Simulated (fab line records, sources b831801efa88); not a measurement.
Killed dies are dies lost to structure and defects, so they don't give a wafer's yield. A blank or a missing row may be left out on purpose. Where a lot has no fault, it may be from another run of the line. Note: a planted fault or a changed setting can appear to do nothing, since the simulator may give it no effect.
Chamber matching -- flow sky130 -- SKY_VIA2_CMP_24 on cmp-01: 4 sister chambers
The step polishes, stops on SiO2, t overpolish 20 s, target thk 0 nm. 8 wafers are shown with their chamber, then 8 later ones without.

== WAFERS PAIRED WITH THEIR CHAMBERS ==
wafer,chamber,motor-current-A (A),slurry-filter-dp-kPa (kPa)
L673.2,2,11.5,13.68
L683.5,2,10.9,13.55
L685.1,3,13.1,13.56
L685.5,3,12.2,13.61
L686.1,0,10.5,13.56
L686.5,0,10.6,13.65
L686.6,1,13.3,12.97
L689.1,1,12.3,13.21

== WAFERS WITHOUT THEIR CHAMBER ==
wafer,motor-current-A (A),slurry-filter-dp-kPa (kPa)
L689.2,11.2,13.58
L689.6,10.8,13.67
L690.1,12.5,13.67
L690.2,13.8,13.44
L690.4,10.7,13.68
L692.3,11.0,13.41
L692.4,13.0,13.47
L692.5,13.3,13.65

== THE CHAMBER EACH PASSED THROUGH ==
wafer,from the rows above,in truth
L689.2,can't be placed: 2 or 0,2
L689.6,can't be placed: 0 or 2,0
L690.1,can't be placed: 3 or 2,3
L690.2,can't be placed: 3 or 1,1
L690.4,can't be placed: 0 or 2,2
L692.3,can't be placed: 2 or 0 or 3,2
L692.4,3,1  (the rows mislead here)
L692.5,3,3
1 of 8 placed correctly. Cannot be placed on the basis of these rows: 6; the candidates contain the true chamber in 6. Wrongly placed: 1.
How it was worked out, from the rows above alone: a wafer's distance from a chamber is the root of the sum, over the readings, of the square of ((its reading less the chamber's mean) divided by the reading's scatter). If the next closest chamber is less than 2 further off than the closest, the wafer can't be placed; otherwise it belongs to the closest. The mean given for a chamber averages the wafers shown for that chamber. The scatter: take each reading less its chamber's mean, square it, sum over the shown wafers, divide by the number of wafers less the number of chambers, and take the root.
